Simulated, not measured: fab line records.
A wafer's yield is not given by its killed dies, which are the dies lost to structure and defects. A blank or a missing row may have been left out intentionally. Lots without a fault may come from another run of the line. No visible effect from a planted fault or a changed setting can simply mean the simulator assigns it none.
Matching of chambers ; flow sfq-line ; cmp-02 running SFQ_TRILAYER_I0_CMP_CMP_028: 4 sister chambers
The step polishes SiO2. 4 wafers are shown with their chamber, then 10 later ones without.

EACH WAFER AND ITS CHAMBER
wafer;chamber;motor-current-A (A)
L985.4;3;9.0
L986.1;1;10.0
L994.4;0;9.6
L994.2;2;10.8

WAFERS MISSING THEIR CHAMBER
wafer;motor-current-A (A)
L994.6;9.7
L997.1;10.1
L997.2;10.3
L997.5;9.8
L999.2;11.1
L999.4;9.3
L999.5;9.2
L100.3;10.7
L100.2;9.6
L100.6;10.1

CHAMBER TAKEN BY EACH
wafer;from the rows above;in truth
L994.6;can't be placed: 0 or 1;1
L997.1;1;1
L997.2;can't be placed: 1 or 2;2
L997.5;can't be placed: 1 or 0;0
L999.2;2;2
L999.4;can't be placed: 0 or 3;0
L999.5;can't be placed: 3 or 0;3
L100.3;2;2
L100.2;0;0
L100.6;1;1
Correct placement for 5 of the 10. From these rows, 5 cannot be placed; in 5 the true chamber is one of the candidates. Wrongly placed: 0.
How it was worked out, from the rows above alone: a wafer's distance from a chamber is the root of the sum, over the readings, of the square of ((its reading less the chamber's mean) divided by the reading's scatter). The wafer belongs to the nearest chamber; if the next one is less than 2 further off, it can't be placed. The mean given for a chamber averages the wafers shown for that chamber. The scatter: with one shown wafer a chamber, the root of the mean of the squares of how far each hidden wafer lies from its nearest shown one.
